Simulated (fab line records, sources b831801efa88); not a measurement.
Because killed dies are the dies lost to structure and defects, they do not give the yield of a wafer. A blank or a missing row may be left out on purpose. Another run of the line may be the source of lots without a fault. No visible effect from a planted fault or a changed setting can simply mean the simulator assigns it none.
Struck lot and sound lot, side by side -- flow gf180mcu -- 14 out of 602 route steps
Sound: wafers L103.4, L103.5, L103.6. Wafers L118.2, L118.3, L118.5 were the ones struck. The cause is named last.
Per side, at each step with rows, come the tool, then ch with its chambers, and then its first start. Under that, the readings that differ: sound wafers -- struck wafers -- difference of the means -- sigmas: that difference in standard deviations of wafers without a fault.
alike: readings with means less than 2 such deviations apart, plus words and numbers identical on both sides. not compared: withheld readings, readings lacking a value on some wafer, bounds such as >300 that could conceal the same value, and numbers that have no deviation in the record and whose values overlap.
The two part at a step that has a row with sigmas, a row that says differs or no value, or rows on one side only. When numbers do not overlap yet have no deviation, they are printed without sigmas and do not part them. A reading missing from all wafers of one side parts the sides only when that side holds two or more wafers.

first, 4 steps without rows for these wafers: GF_V3_SOFTBAKE_10 (time 60 s); GF_V3_EXPOSE_11 (exposes mask Via3, target cd 260 nm); GF_V3_PEB_12 (peb time 87.49 s); GF_V3_DEVELOP_13 (develop time 60 s).
GF_V3_CD_MEAS_14 targets a cd of 260 nm.
  sound: cd sem-01 at day 23 01:46; struck: cd sem-01 at day 28 07:47
reading,sound,struck,difference,sigmas
cd nm (nm),260.2 261.3 260.6,264.1 262.8 263.3,+2.7,+2
GF_V3_OVL_MEAS_15:
  sound: overlay-02 at day 23 01:51; struck: overlay-01 at day 28 07:54
  alike: V3_OVL
GF_V3_ETCH_16: etches BARC in N2/H2.
  sound on rie diel-02 ch 0,1,3, day 23 01:52; struck on rie diel-02 ch 0,1,3, day 28 07:56
  alike: bias w, drypump motor current A, n2 flow sccm, oes product au, throttle valve pct
GF_V3_ETCH_17: etches SiO2 in C4F8/O2/Ar, stops on TiN, target depth 635 nm.
  sound: rie diel-02 ch 0,1,3; struck: rie diel-02 ch 0,1,3
  alike: bias w, oes product au
GF_V3_STRIP_18: strips in O2/N2.
  sound on plasma asher-04 ch 0,1, day 23 02:02; struck on plasma asher-01 ch 0, day 28 08:04
reading,sound,struck,difference,sigmas
drypump motor current A (A),6.4 6.5 5.2,4.8 4.8 4.8,-1.2,-2
heater power w (W),409 406 351,319 307 311,-76,-2
n2 flow sccm (sccm),300.5 301.0 300.9,297.4 298.8 299.4,-2.3,-2
  alike: oes product au
  not compared: rf hours counter h
then, 2 steps without rows for these wafers: GF_V3_STRIP_19 (strips in post etch residue remover, time 1200 s); GF_V3_CLEAN_20 (cleans in DIW).
GF_V3_SPUTTER_21: material Ti, target thk 15 nm, time 80.02 s.
  sound: pvd sputter-02 at day 23 02:32; struck: pvd sputter-02 at day 28 08:35
  alike: cathode dc power W, chamber pressure pa, substrate temp c, throttle valve pct
GF_V3_SPUTTER_22: material TiN, target thk 10 nm, time 40 s.
  sound: pvd sputter-02 at day 23 02:37; struck: pvd sputter-02 at day 28 08:39
  no value came back on the struck wafers for cathode dc power W (W), chamber pressure pa (Pa), throttle valve pct (%); on the sound wafers cathode dc power W (W) reads 3999.8 3999.9 4000.3
GF_V3_CVD_23: deposits W, target thk 350 nm, time 104.9 s.
  sound on cvd w-01 ch 0,1, day 23 02:41; struck on cvd w-02 ch 1, day 28 08:41
  alike: heater power w

== WHERE THEY PART ==
Earliest at GF_V3_CD_MEAS_14; latest, in this record, at GF_V3_SPUTTER_22. Later steps at which nothing parts them and some readings are alike: GF_V3_CVD_23.

WHY: what had been put in by the simulator
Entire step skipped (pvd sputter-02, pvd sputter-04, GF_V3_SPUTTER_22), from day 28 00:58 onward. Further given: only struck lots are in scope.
